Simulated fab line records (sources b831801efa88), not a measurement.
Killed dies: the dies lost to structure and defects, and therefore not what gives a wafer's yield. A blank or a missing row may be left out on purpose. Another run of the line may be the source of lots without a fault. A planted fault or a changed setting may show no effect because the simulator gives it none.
Which tool is to blame? / flow sky130 / 24 lots, 72 wafers sampled, at 5 steps of a route of 708

## WHAT EACH GAUGE READ, for each wafer
SKY_VIA1_THK_MEAS_01. Usual: for VIA1_HDPCVD_THK the level is 1030 nm and the standard deviation is 19.
lot=L074; measured=day 32 14:23; on=film metro-02; VIA1_HDPCVD_THK (nm)=1020 1045 1052; flag=
lot=L075; measured=day 33 08:37; on=film metro-02; VIA1_HDPCVD_THK (nm)=1046 1019 1041; flag=
lot=L076; measured=day 33 12:30; on=film metro-02; VIA1_HDPCVD_THK (nm)=1025 1046 1027; flag=
lot=L077; measured=day 33 17:32; on=film metro-04; VIA1_HDPCVD_THK (nm)=1015 1026 1050; flag=
lot=L078; measured=day 34 02:02; on=film metro-01; VIA1_HDPCVD_THK (nm)=1002 1040 1041; flag=
lot=L079; measured=day 34 14:05; on=film metro-01; VIA1_HDPCVD_THK (nm)=1043 1068 1069; flag=
lot=L080; measured=day 34 18:40; on=film metro-02; VIA1_HDPCVD_THK (nm)=1000 1035 1005; flag=
lot=L081; measured=day 35 10:16; on=film metro-04; VIA1_HDPCVD_THK (nm)=1005 1025 1004; flag=
lot=L082; measured=day 35 15:27; on=film metro-01; VIA1_HDPCVD_THK (nm)=1015 1014 1027; flag=
lot=L083; measured=day 36 03:10; on=film metro-02; VIA1_HDPCVD_THK (nm)=1014 1002 1006; flag=
lot=L084; measured=day 36 03:29; on=film metro-04; VIA1_HDPCVD_THK (nm)=1068 1043 1052; flag=
lot=L086; measured=day 36 14:44; on=film metro-04; VIA1_HDPCVD_THK (nm)=1040 1060 1020; flag=
lot=L085; measured=day 36 16:04; on=film metro-04; VIA1_HDPCVD_THK (nm)=1021 1040 1004; flag=
lot=L087; measured=day 37 02:56; on=film metro-04; VIA1_HDPCVD_THK (nm)=1027 1033 1001; flag=
lot=L088; measured=day 37 09:01; on=film metro-01; VIA1_HDPCVD_THK (nm)=1061 1008 1018; flag=
lot=L089; measured=day 37 23:24; on=film metro-04; VIA1_HDPCVD_THK (nm)=1020 1002 1003; flag=
lot=L090; measured=day 38 01:25; on=film metro-02; VIA1_HDPCVD_THK (nm)=1002 990 1018; flag=
lot=L091; measured=day 38 15:49; on=film metro-04; VIA1_HDPCVD_THK (nm)=1020 1017 1040; flag=
lot=L092; measured=day 38 16:57; on=film metro-02; VIA1_HDPCVD_THK (nm)=1022 1052 1016; flag=
lot=L093; measured=day 38 19:02; on=film metro-02; VIA1_HDPCVD_THK (nm)=1045 1026 1028; flag=
lot=L094; measured=day 40 00:25; on=film metro-02; VIA1_HDPCVD_THK (nm)=1023 1062 1048; flag=
lot=L097; measured=day 40 11:39; on=film metro-01; VIA1_HDPCVD_THK (nm)=1021 1049 1037; flag=
lot=L096; measured=day 40 13:37; on=film metro-02; VIA1_HDPCVD_THK (nm)=1033 1057 1045; flag=
lot=L095; measured=day 40 16:49; on=film metro-01; VIA1_HDPCVD_THK (nm)=1069 1008 1061; flag=

## WHAT TOOL EACH LOT RAN ON (gives the tool, then ch and the chambers of the sampled wafers, and finally the start)
lot=L074; SKY_CONTACT_ETCH_16=rie diel-03 ch 0,2,3, day 31 08:34; SKY_CONTACT_ETCH_18=rie diel-03 ch 0,2,3, day 31 09:59 or earlier; SKY_METAL1_SPUTTER_00=pvd sputter-01, day 31 09:59; SKY_METAL1_STRIP_20=plasma asher-04 ch 0,1, day 32 13:39
lot=L075; SKY_CONTACT_ETCH_16=rie diel-03 ch 0,3, day 32 02:49; SKY_CONTACT_ETCH_18=rie diel-03 ch 0,3, day 32 04:11 or earlier; SKY_METAL1_SPUTTER_00=pvd sputter-03, day 32 04:11; SKY_METAL1_STRIP_20=plasma asher-04 ch 0,1, day 33 07:53
lot=L076; SKY_CONTACT_ETCH_16=rie diel-01 ch 1,2,3, day 32 07:31; SKY_CONTACT_ETCH_18=rie diel-01 ch 1,2,3, day 32 08:53 or earlier; SKY_METAL1_SPUTTER_00=pvd sputter-01, day 32 08:53; SKY_METAL1_STRIP_20=plasma asher-01 ch 0,1, day 33 11:45
lot=L077; SKY_CONTACT_ETCH_16=rie diel-03 ch 2,3, day 32 11:46; SKY_CONTACT_ETCH_18=rie diel-03 ch 2,3, day 32 13:08 or earlier; SKY_METAL1_SPUTTER_00=pvd sputter-03, day 32 13:08; SKY_METAL1_STRIP_20=plasma asher-01 ch 0,1, day 33 16:45
lot=L078; SKY_CONTACT_ETCH_16=rie diel-02 ch 0,2,3, day 32 20:55; SKY_CONTACT_ETCH_18=rie diel-02 ch 0,2,3, day 32 22:22 or earlier; SKY_METAL1_SPUTTER_00=pvd sputter-04, day 32 22:22; SKY_METAL1_STRIP_20=plasma asher-03 ch 0,1, day 34 00:54
lot=L079; SKY_CONTACT_ETCH_16=rie diel-02 ch 0,2,3, day 33 08:40; SKY_CONTACT_ETCH_18=rie diel-02 ch 0,2,3, day 33 10:08 or earlier; SKY_METAL1_SPUTTER_00=pvd sputter-04, day 33 10:08; SKY_METAL1_STRIP_20=plasma asher-04 ch 0,1, day 34 13:22
lot=L080; SKY_CONTACT_ETCH_16=rie diel-01 ch 0,2,3, day 33 13:16; SKY_CONTACT_ETCH_18=rie diel-01 ch 0,2,3, day 33 14:47 or earlier; SKY_METAL1_SPUTTER_00=pvd sputter-01, day 33 14:47; SKY_METAL1_STRIP_20=plasma asher-01 ch 0,1, day 34 17:57
lot=L081; SKY_CONTACT_ETCH_16=rie diel-01 ch 2,3, day 34 04:43; SKY_CONTACT_ETCH_18=rie diel-01 ch 2,3, day 34 06:07 or earlier; SKY_METAL1_SPUTTER_00=pvd sputter-03, day 34 06:07; SKY_METAL1_STRIP_20=plasma asher-01 ch 0,1, day 35 09:32
lot=L082; SKY_CONTACT_ETCH_16=rie diel-01 ch 0,2,3, day 34 10:22; SKY_CONTACT_ETCH_18=rie diel-01 ch 0,2,3, day 34 11:47 or earlier; SKY_METAL1_SPUTTER_00=pvd sputter-01, day 34 11:47; SKY_METAL1_STRIP_20=plasma asher-01 ch 0,1, day 35 14:43
lot=L083; SKY_CONTACT_ETCH_16=rie diel-01 ch 0,2,3, day 34 22:01; SKY_CONTACT_ETCH_18=rie diel-01 ch 0,2,3, day 34 23:26 or earlier; SKY_METAL1_SPUTTER_00=pvd sputter-01, day 34 23:26; SKY_METAL1_STRIP_20=plasma asher-01 ch 0,1, day 36 02:26
lot=L084; SKY_CONTACT_ETCH_16=rie diel-03 ch 0,1, day 34 22:10; SKY_CONTACT_ETCH_18=rie diel-03 ch 0,1, day 34 23:33 or earlier; SKY_METAL1_SPUTTER_00=pvd sputter-04, day 34 23:33; SKY_METAL1_STRIP_20=plasma asher-03 ch 0,1, day 36 02:46
lot=L086; SKY_CONTACT_ETCH_16=rie diel-01 ch 0,2,3, day 35 09:55; SKY_CONTACT_ETCH_18=rie diel-01 ch 0,2,3, day 35 11:18 or earlier; SKY_METAL1_SPUTTER_00=pvd sputter-01, day 35 11:18; SKY_METAL1_STRIP_20=plasma asher-01 ch 0,1, day 36 13:59
lot=L085; SKY_CONTACT_ETCH_16=rie diel-03 ch 1,3, day 35 11:43; SKY_CONTACT_ETCH_18=rie diel-03 ch 1,3, day 35 13:05 or earlier; SKY_METAL1_SPUTTER_00=pvd sputter-03, day 35 13:05; SKY_METAL1_STRIP_20=plasma asher-03 ch 0,1, day 36 15:19
lot=L087; SKY_CONTACT_ETCH_16=rie diel-02 ch 1,2,3, day 35 22:55; SKY_CONTACT_ETCH_18=rie diel-02 ch 1,2,3, day 36 00:18 or earlier; SKY_METAL1_SPUTTER_00=pvd sputter-04, day 36 00:18; SKY_METAL1_STRIP_20=plasma asher-04 ch 0,1, day 37 02:12
lot=L088; SKY_CONTACT_ETCH_16=rie diel-02 ch 0,1, day 36 05:19; SKY_CONTACT_ETCH_18=rie diel-02 ch 0,1, day 36 06:44 or earlier; SKY_METAL1_SPUTTER_00=pvd sputter-03, day 36 06:44; SKY_METAL1_STRIP_20=plasma asher-03 ch 0,1, day 37 08:14
lot=L089; SKY_CONTACT_ETCH_16=rie diel-03 ch 0,1, day 36 18:49; SKY_CONTACT_ETCH_18=rie diel-03 ch 0,1, day 36 20:12 or earlier; SKY_METAL1_SPUTTER_00=pvd sputter-01, day 36 20:12; SKY_METAL1_STRIP_20=plasma asher-01 ch 1, day 37 22:42
lot=L090; SKY_CONTACT_ETCH_16=rie diel-01 ch 0,1,2, day 36 19:55; SKY_CONTACT_ETCH_18=rie diel-01 ch 0,1,2, day 36 21:20 or earlier; SKY_METAL1_SPUTTER_00=pvd sputter-03, day 36 21:20; SKY_METAL1_STRIP_20=plasma asher-01 ch 0,1, day 38 00:41
lot=L091; SKY_CONTACT_ETCH_16=rie diel-01 ch 0,1,3, day 37 12:01; SKY_CONTACT_ETCH_18=rie diel-01 ch 0,1,3, day 37 13:23 or earlier; SKY_METAL1_SPUTTER_00=pvd sputter-04, day 37 13:23; SKY_METAL1_STRIP_20=plasma asher-04 ch 0,1, day 38 15:05
lot=L092; SKY_CONTACT_ETCH_16=rie diel-03 ch 0,3, day 37 12:55; SKY_CONTACT_ETCH_18=rie diel-03 ch 0,3, day 37 14:17 or earlier; SKY_METAL1_SPUTTER_00=pvd sputter-04, day 37 14:17; SKY_METAL1_STRIP_20=plasma asher-03 ch 0,1, day 38 16:12
lot=L093; SKY_CONTACT_ETCH_16=rie diel-01 ch 0,1,3, day 37 15:01; SKY_CONTACT_ETCH_18=rie diel-01 ch 0,1,3, day 37 16:23 or earlier; SKY_METAL1_SPUTTER_00=pvd sputter-01, day 37 16:23; SKY_METAL1_STRIP_20=plasma asher-04 ch 0,1, day 38 18:17
lot=L094; SKY_CONTACT_ETCH_16=rie diel-02 ch 1,2, day 38 20:25; SKY_CONTACT_ETCH_18=rie diel-02 ch 1,2, day 38 21:47 or earlier; SKY_METAL1_SPUTTER_00=pvd sputter-04, day 38 21:47; SKY_METAL1_STRIP_20=plasma asher-03 ch 0,1, day 39 23:40
lot=L097; SKY_CONTACT_ETCH_16=rie diel-02 ch 1,2,3, day 39 07:28; SKY_CONTACT_ETCH_18=rie diel-02 ch 1,2,3, day 39 08:52 or earlier; SKY_METAL1_SPUTTER_00=pvd sputter-01, day 39 08:52; SKY_METAL1_STRIP_20=plasma asher-04 ch 0,1, day 40 10:56
lot=L096; SKY_CONTACT_ETCH_16=rie diel-03 ch 1,2,3, day 39 09:58; SKY_CONTACT_ETCH_18=rie diel-03 ch 1,2,3, day 39 11:23 or earlier; SKY_METAL1_SPUTTER_00=pvd sputter-03, day 39 11:23; SKY_METAL1_STRIP_20=plasma asher-03 ch 0,1, day 40 12:54
lot=L095; SKY_CONTACT_ETCH_16=rie diel-02 ch 1,2,3, day 39 13:25; SKY_CONTACT_ETCH_18=rie diel-02 ch 1,2,3, day 39 14:49 or earlier; SKY_METAL1_SPUTTER_00=pvd sputter-04, day 39 14:49; SKY_METAL1_STRIP_20=plasma asher-03 ch 0,1, day 40 16:06
- SKY_CONTACT_ETCH_16: etches BARC in N2/H2, stops on SiO2, time 45.9 s, target depth 60 nm.
- SKY_CONTACT_ETCH_18: etches Si3N4 in CHF3/O2, stops on TiN, time 39 s, target depth 75 nm.
- SKY_METAL1_SPUTTER_00: material Ti, target thk 15 nm, time 10 s.
- SKY_METAL1_STRIP_20: strips in O2/N2.

## WHAT THE TOOLS THEMSELVES READ (means of the sampled wafers that have a number; where no wafer has one, the mark that the record gives instead)
SKY_CONTACT_ETCH_16. Usual: drypump motor current A 5.7 A, standard deviation 0.45; oes product au 0.855 a.u., standard deviation 0.0047; throttle valve pct 13.225 %, standard deviation 0.0091.
lot=L074; tool=rie diel-03; drypump motor current A (A)=5.8; oes product au (a.u.)=0.855; throttle valve pct (%)=13.220; flag=
lot=L075; tool=rie diel-03; drypump motor current A (A)=5.7; oes product au (a.u.)=0.853; throttle valve pct (%)=13.226; flag=
lot=L076; tool=rie diel-01; drypump motor current A (A)=5.6; oes product au (a.u.)=0.857; throttle valve pct (%)=13.228; flag=
lot=L077; tool=rie diel-03; drypump motor current A (A)=5.6; oes product au (a.u.)=0.854; throttle valve pct (%)=13.226; flag=
lot=L078; tool=rie diel-02; drypump motor current A (A)=5.9; oes product au (a.u.)=0.857; throttle valve pct (%)=13.230; flag=
lot=L079; tool=rie diel-02; drypump motor current A (A)=5.9; oes product au (a.u.)=0.856; throttle valve pct (%)=13.235; flag=
lot=L080; tool=rie diel-01; drypump motor current A (A)=5.5; oes product au (a.u.)=0.855; throttle valve pct (%)=13.219; flag=
lot=L081; tool=rie diel-01; drypump motor current A (A)=5.8; oes product au (a.u.)=0.853; throttle valve pct (%)=13.228; flag=
lot=L082; tool=rie diel-01; drypump motor current A (A)=5.5; oes product au (a.u.)=0.857; throttle valve pct (%)=13.214; flag=
lot=L083; tool=rie diel-01; drypump motor current A (A)=5.5; oes product au (a.u.)=0.849; throttle valve pct (%)=13.226; flag=
lot=L084; tool=rie diel-03; drypump motor current A (A)=6.1; oes product au (a.u.)=0.859; throttle valve pct (%)=13.220; flag=
lot=L086; tool=rie diel-01; drypump motor current A (A)=5.5; oes product au (a.u.)=0.859; throttle valve pct (%)=13.222; flag=
lot=L085; tool=rie diel-03; drypump motor current A (A)=5.6; oes product au (a.u.)=0.860; throttle valve pct (%)=13.228; flag=
lot=L087; tool=rie diel-02; drypump motor current A (A)=5.8; oes product au (a.u.)=0.854; throttle valve pct (%)=13.229; flag=
lot=L088; tool=rie diel-02; drypump motor current A (A)=5.9; oes product au (a.u.)=0.855; throttle valve pct (%)=13.226; flag=
lot=L089; tool=rie diel-03; drypump motor current A (A)=6.1; oes product au (a.u.)=0.855; throttle valve pct (%)=13.230; flag=
lot=L090; tool=rie diel-01; drypump motor current A (A)=5.9; oes product au (a.u.)=0.858; throttle valve pct (%)=13.222; flag=
lot=L091; tool=rie diel-01; drypump motor current A (A)=5.4; oes product au (a.u.)=0.860; throttle valve pct (%)=13.231; flag=
lot=L092; tool=rie diel-03; drypump motor current A (A)=5.9; oes product au (a.u.)=0.855; throttle valve pct (%)=13.227; flag=
lot=L093; tool=rie diel-01; drypump motor current A (A)=5.4; oes product au (a.u.)=0.854; throttle valve pct (%)=13.225; flag=
lot=L094; tool=rie diel-02; drypump motor current A (A)=5.6; oes product au (a.u.)=0.854; throttle valve pct (%)=13.220; flag=
lot=L097; tool=rie diel-02; drypump motor current A (A)=5.8; oes product au (a.u.)=0.852; throttle valve pct (%)=13.229; flag=
lot=L096; tool=rie diel-03; drypump motor current A (A)=5.8; oes product au (a.u.)=0.851; throttle valve pct (%)=13.218; flag=
lot=L095; tool=rie diel-02; drypump motor current A (A)=5.8; oes product au (a.u.)=0.859; throttle valve pct (%)=13.224; flag=

SKY_CONTACT_ETCH_18. Usual: drypump motor current A 5.7 A, standard deviation 0.45; oes product au 0.857 a.u., standard deviation 0.008; throttle valve pct 8.794 %, standard deviation 0.0097.
lot=L074; tool=rie diel-03; drypump motor current A (A)=5.8; oes product au (a.u.)=0.864; throttle valve pct (%)=8.802; flag=
lot=L075; tool=rie diel-03; drypump motor current A (A)=5.7; oes product au (a.u.)=0.862; throttle valve pct (%)=8.794; flag=
lot=L076; tool=rie diel-01; drypump motor current A (A)=5.6; oes product au (a.u.)=0.858; throttle valve pct (%)=8.789; flag=
lot=L077; tool=rie diel-03; drypump motor current A (A)=5.6; oes product au (a.u.)=0.854; throttle valve pct (%)=8.793; flag=
lot=L078; tool=rie diel-02; drypump motor current A (A)=5.8; oes product au (a.u.)=0.864; throttle valve pct (%)=8.795; flag=
lot=L079; tool=rie diel-02; drypump motor current A (A)=5.9; oes product au (a.u.)=0.855; throttle valve pct (%)=8.788; flag=
lot=L080; tool=rie diel-01; drypump motor current A (A)=5.5; oes product au (a.u.)=0.855; throttle valve pct (%)=8.788; flag=
lot=L081; tool=rie diel-01; drypump motor current A (A)=5.7; oes product au (a.u.)=0.852; throttle valve pct (%)=8.789; flag=
lot=L082; tool=rie diel-01; drypump motor current A (A)=5.5; oes product au (a.u.)=0.856; throttle valve pct (%)=8.797; flag=
lot=L083; tool=rie diel-01; drypump motor current A (A)=5.5; oes product au (a.u.)=0.861; throttle valve pct (%)=8.788; flag=
lot=L084; tool=rie diel-03; drypump motor current A (A)=6.1; oes product au (a.u.)=0.862; throttle valve pct (%)=8.799; flag=
lot=L086; tool=rie diel-01; drypump motor current A (A)=5.5; oes product au (a.u.)=0.851; throttle valve pct (%)=8.793; flag=
lot=L085; tool=rie diel-03; drypump motor current A (A)=5.6; oes product au (a.u.)=0.847; throttle valve pct (%)=8.796; flag=
lot=L087; tool=rie diel-02; drypump motor current A (A)=5.8; oes product au (a.u.)=0.870; throttle valve pct (%)=8.792; flag=
lot=L088; tool=rie diel-02; drypump motor current A (A)=5.9; oes product au (a.u.)=0.855; throttle valve pct (%)=8.789; flag=
lot=L089; tool=rie diel-03; drypump motor current A (A)=6.0; oes product au (a.u.)=0.856; throttle valve pct (%)=8.794; flag=
lot=L090; tool=rie diel-01; drypump motor current A (A)=5.9; oes product au (a.u.)=0.860; throttle valve pct (%)=8.800; flag=
lot=L091; tool=rie diel-01; drypump motor current A (A)=5.4; oes product au (a.u.)=0.866; throttle valve pct (%)=8.794; flag=
lot=L092; tool=rie diel-03; drypump motor current A (A)=5.9; oes product au (a.u.)=0.863; throttle valve pct (%)=8.793; flag=
lot=L093; tool=rie diel-01; drypump motor current A (A)=5.4; oes product au (a.u.)=0.856; throttle valve pct (%)=8.798; flag=
lot=L094; tool=rie diel-02; drypump motor current A (A)=5.6; oes product au (a.u.)=0.860; throttle valve pct (%)=8.796; flag=
lot=L097; tool=rie diel-02; drypump motor current A (A)=5.7; oes product au (a.u.)=0.857; throttle valve pct (%)=8.803; flag=
lot=L096; tool=rie diel-03; drypump motor current A (A)=5.8; oes product au (a.u.)=0.867; throttle valve pct (%)=8.802; flag=
lot=L095; tool=rie diel-02; drypump motor current A (A)=5.8; oes product au (a.u.)=0.851; throttle valve pct (%)=8.793; flag=

SKY_METAL1_SPUTTER_00. Usual: throttle valve pct at 29.4 %, with a standard deviation of 0.94.
lot=L074; tool=pvd sputter-01; throttle valve pct (%)=29.1; flag=
lot=L075; tool=pvd sputter-03; throttle valve pct (%)=29.8; flag=
lot=L076; tool=pvd sputter-01; throttle valve pct (%)=29.6; flag=
lot=L077; tool=pvd sputter-03; throttle valve pct (%)=29.8; flag=
lot=L078; tool=pvd sputter-04; throttle valve pct (%)=29.1; flag=
lot=L079; tool=pvd sputter-04; throttle valve pct (%)=29.2; flag=
lot=L080; tool=pvd sputter-01; throttle valve pct (%)=29.0; flag=
lot=L081; tool=pvd sputter-03; throttle valve pct (%)=28.9; flag=
lot=L082; tool=pvd sputter-01; throttle valve pct (%)=29.5; flag=
lot=L083; tool=pvd sputter-01; throttle valve pct (%)=29.0; flag=
lot=L084; tool=pvd sputter-04; throttle valve pct (%)=29.5; flag=
lot=L086; tool=pvd sputter-01; throttle valve pct (%)=29.6; flag=
lot=L085; tool=pvd sputter-03; throttle valve pct (%)=29.6; flag=
lot=L087; tool=pvd sputter-04; throttle valve pct (%)=29.9; flag=
lot=L088; tool=pvd sputter-03; throttle valve pct (%)=29.6; flag=
lot=L089; tool=pvd sputter-01; throttle valve pct (%)=28.7; flag=
lot=L090; tool=pvd sputter-03; throttle valve pct (%)=29.0; flag=
lot=L091; tool=pvd sputter-04; throttle valve pct (%)=29.6; flag=
lot=L092; tool=pvd sputter-04; throttle valve pct (%)=30.7; flag=
lot=L093; tool=pvd sputter-01; throttle valve pct (%)=28.0; flag=
lot=L094; tool=pvd sputter-04; throttle valve pct (%)=30.7; flag=
lot=L097; tool=pvd sputter-01; throttle valve pct (%)=28.9; flag=
lot=L096; tool=pvd sputter-03; throttle valve pct (%)=29.0; flag=
lot=L095; tool=pvd sputter-04; throttle valve pct (%)=30.7; flag=

SKY_METAL1_STRIP_20. Usual: drypump motor current A 5.71 A, standard deviation 0.26; oes product au 0.342 a.u., standard deviation 0.0062; strip time to endpoint s 2.66 s, standard deviation 0.099.
lot=L074; tool=plasma asher-04; drypump motor current A (A)=5.79; oes product au (a.u.)=0.354; strip time to endpoint s (s)=2.85; flag=
lot=L075; tool=plasma asher-04; drypump motor current A (A)=5.81; oes product au (a.u.)=0.342; strip time to endpoint s (s)=2.60; flag=
lot=L076; tool=plasma asher-01; drypump motor current A (A)=5.47; oes product au (a.u.)=0.339; strip time to endpoint s (s)=2.60; flag=
lot=L077; tool=plasma asher-01; drypump motor current A (A)=5.61; oes product au (a.u.)=0.336; strip time to endpoint s (s)=2.61; flag=
lot=L078; tool=plasma asher-03; drypump motor current A (A)=5.93; oes product au (a.u.)=0.343; strip time to endpoint s (s)=2.79; flag=
lot=L079; tool=plasma asher-04; drypump motor current A (A)=5.64; oes product au (a.u.)=0.337; strip time to endpoint s (s)=2.56; flag=
lot=L080; tool=plasma asher-01; drypump motor current A (A)=5.45; oes product au (a.u.)=0.343; strip time to endpoint s (s)=2.76; flag=
lot=L081; tool=plasma asher-01; drypump motor current A (A)=5.45; oes product au (a.u.)=0.340; strip time to endpoint s (s)=2.59; flag=
lot=L082; tool=plasma asher-01; drypump motor current A (A)=5.61; oes product au (a.u.)=0.336; strip time to endpoint s (s)=2.55; flag=
lot=L083; tool=plasma asher-01; drypump motor current A (A)=5.42; oes product au (a.u.)=0.334; strip time to endpoint s (s)=2.53; flag=
lot=L084; tool=plasma asher-03; drypump motor current A (A)=5.95; oes product au (a.u.)=0.348; strip time to endpoint s (s)=2.78; flag=
lot=L086; tool=plasma asher-01; drypump motor current A (A)=5.44; oes product au (a.u.)=0.341; strip time to endpoint s (s)=2.59; flag=
lot=L085; tool=plasma asher-03; drypump motor current A (A)=5.97; oes product au (a.u.)=0.346; strip time to endpoint s (s)=2.68; flag=
lot=L087; tool=plasma asher-04; drypump motor current A (A)=5.67; oes product au (a.u.)=0.335; strip time to endpoint s (s)=2.57; flag=
lot=L088; tool=plasma asher-03; drypump motor current A (A)=5.94; oes product au (a.u.)=0.346; strip time to endpoint s (s)=2.62; flag=
lot=L089; tool=plasma asher-01; drypump motor current A (A)=5.30; oes product au (a.u.)=0.342; strip time to endpoint s (s)=2.67; flag=
lot=L090; tool=plasma asher-01; drypump motor current A (A)=5.45; oes product au (a.u.)=0.335; strip time to endpoint s (s)=2.60; flag=
lot=L091; tool=plasma asher-04; drypump motor current A (A)=5.81; oes product au (a.u.)=0.342; strip time to endpoint s (s)=2.76; flag=
lot=L092; tool=plasma asher-03; drypump motor current A (A)=5.81; oes product au (a.u.)=0.342; strip time to endpoint s (s)=2.64; flag=
lot=L093; tool=plasma asher-04; drypump motor current A (A)=5.66; oes product au (a.u.)=0.344; strip time to endpoint s (s)=2.74; flag=
lot=L094; tool=plasma asher-03; drypump motor current A (A)=5.83; oes product au (a.u.)=0.344; strip time to endpoint s (s)=2.69; flag=
lot=L097; tool=plasma asher-04; drypump motor current A (A)=5.66; oes product au (a.u.)=0.339; strip time to endpoint s (s)=2.64; flag=
lot=L096; tool=plasma asher-03; drypump motor current A (A)=5.95; oes product au (a.u.)=0.338; strip time to endpoint s (s)=2.58; flag=
lot=L095; tool=plasma asher-03; drypump motor current A (A)=5.81; oes product au (a.u.)=0.342; strip time to endpoint s (s)=2.60; flag=

## THE ANSWER, worked out from the rows above alone
Rule: a lot counts as off when the mean over its wafers that have a number is more than 3 standard deviations away from the usual mean. Also off: a lot with no number at a reading for which 4 or more lots have one. Any other lot the step has rows for is counted as sound. After the gauges, taken in route order, come the tools' own readings; for these a lot's mean is taken, as printed above. At the first step where some lot is off, the reading lying furthest off is the one used; lots without a number count as furthest.
Across all readings shown, no lot is off: no conclusion can be drawn from this.

## WHAT THE SIMULATOR PUT IN
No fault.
